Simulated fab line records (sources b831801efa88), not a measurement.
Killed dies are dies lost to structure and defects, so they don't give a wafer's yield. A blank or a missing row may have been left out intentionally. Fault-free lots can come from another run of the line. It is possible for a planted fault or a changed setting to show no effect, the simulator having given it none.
Which tool was responsible? + flow gf180mcu + 6 lots, 18 wafers sampled, at 3 steps of a route of 602

== WHAT THE GAUGES SHOWED, per wafer ==
GF_HV_LDD_CD_MEAS_31: target cd 400 nm.
| lot  | measured     | on       | cdNm (nm)         |
|------|--------------|----------|-------------------|
| L420 | day 12 17:39 | cdSem-02 | 401.8 402.4 400.9 |
| L422 | day 13 11:40 | cdSem-01 | 403.8 402.3 404.0 |
| L425 | day 14 15:26 | cdSem-01 | 396.0 398.1 398.1 |
| L434 | day 17 06:54 | cdSem-02 | - - -             |
| L438 | day 18 18:47 | cdSem-01 | 399.3 398.1 399.0 |
| L440 | day 19 04:43 | cdSem-01 | 399.9 399.4 398.7 |

== WHAT TOOL EACH LOT RAN ON (gives the tool, then ch and the chambers of the sampled wafers, and finally the start) ==
| lot  | GF_POLY_GATE_ETCH_12              | GF_HV_LDD_EXPOSE_28                |
|------|-----------------------------------|------------------------------------|
| L420 | rieDiel-02 ch 0,3, day 10 05:59   | ilineStepper-02 ch 0, day 12 07:54 |
| L422 | rieDiel-01 ch 0,1,2, day 10 23:02 | ilineStepper-01 ch 0, day 13 01:16 |
| L425 | rieDiel-01 ch 1,2,3, day 12 00:22 | ilineStepper-02 ch 0, day 14 05:23 |
| L434 | rieDiel-02 ch 1,2,3, day 14 09:31 | ilineStepper-02 ch 0, day 16 19:37 |
| L438 | rieDiel-03 ch 0,3, day 15 14:38   | ilineStepper-02 ch 0, day 18 06:17 |
| L440 | rieDiel-03 ch 0,1, day 16 03:17   | ilineStepper-02 ch 0, day 18 16:53 |
- GF_POLY_GATE_ETCH_12: etches BARC in N2/H2.
- GF_HV_LDD_EXPOSE_28: exposes mask Nplus HV AREA, target cd 400 nm.

== THE ANSWER, worked out from the rows above alone ==
Rule: usual is defined by the lots themselves. Put in order of their means at a reading, lots are off if they are a third of the lots or fewer, leave a main group of 4 or more, and stand apart from it by a gap of 3 or more times the standard deviation of the main group's means; of several such gaps the widest counts. A main group is skipped when, at the precision printed for the reading in the tables above, its means are all equal. Also off: a lot with no number at a reading for which 4 or more lots have one. Any other lot the step has rows for is counted as sound.
Off, at GF_HV_LDD_CD_MEAS_31 on cdNm: L434. Without a number there: L434. Mean 400.1 nm and standard deviation 2.1 in the main group.
A tool fits if, at a process step before that reading, it ran every lot that is off, and no sound lot after the first of them. Those tools and the gauges at GF_HV_LDD_CD_MEAS_31 are tried in the same way. Undecided on this evidence; 2 tools fit (rieDiel-02 at GF_POLY_GATE_ETCH_12, cdSem-02 at GF_HV_LDD_CD_MEAS_31).

== WHAT THE SIMULATOR HAD INSERTED ==
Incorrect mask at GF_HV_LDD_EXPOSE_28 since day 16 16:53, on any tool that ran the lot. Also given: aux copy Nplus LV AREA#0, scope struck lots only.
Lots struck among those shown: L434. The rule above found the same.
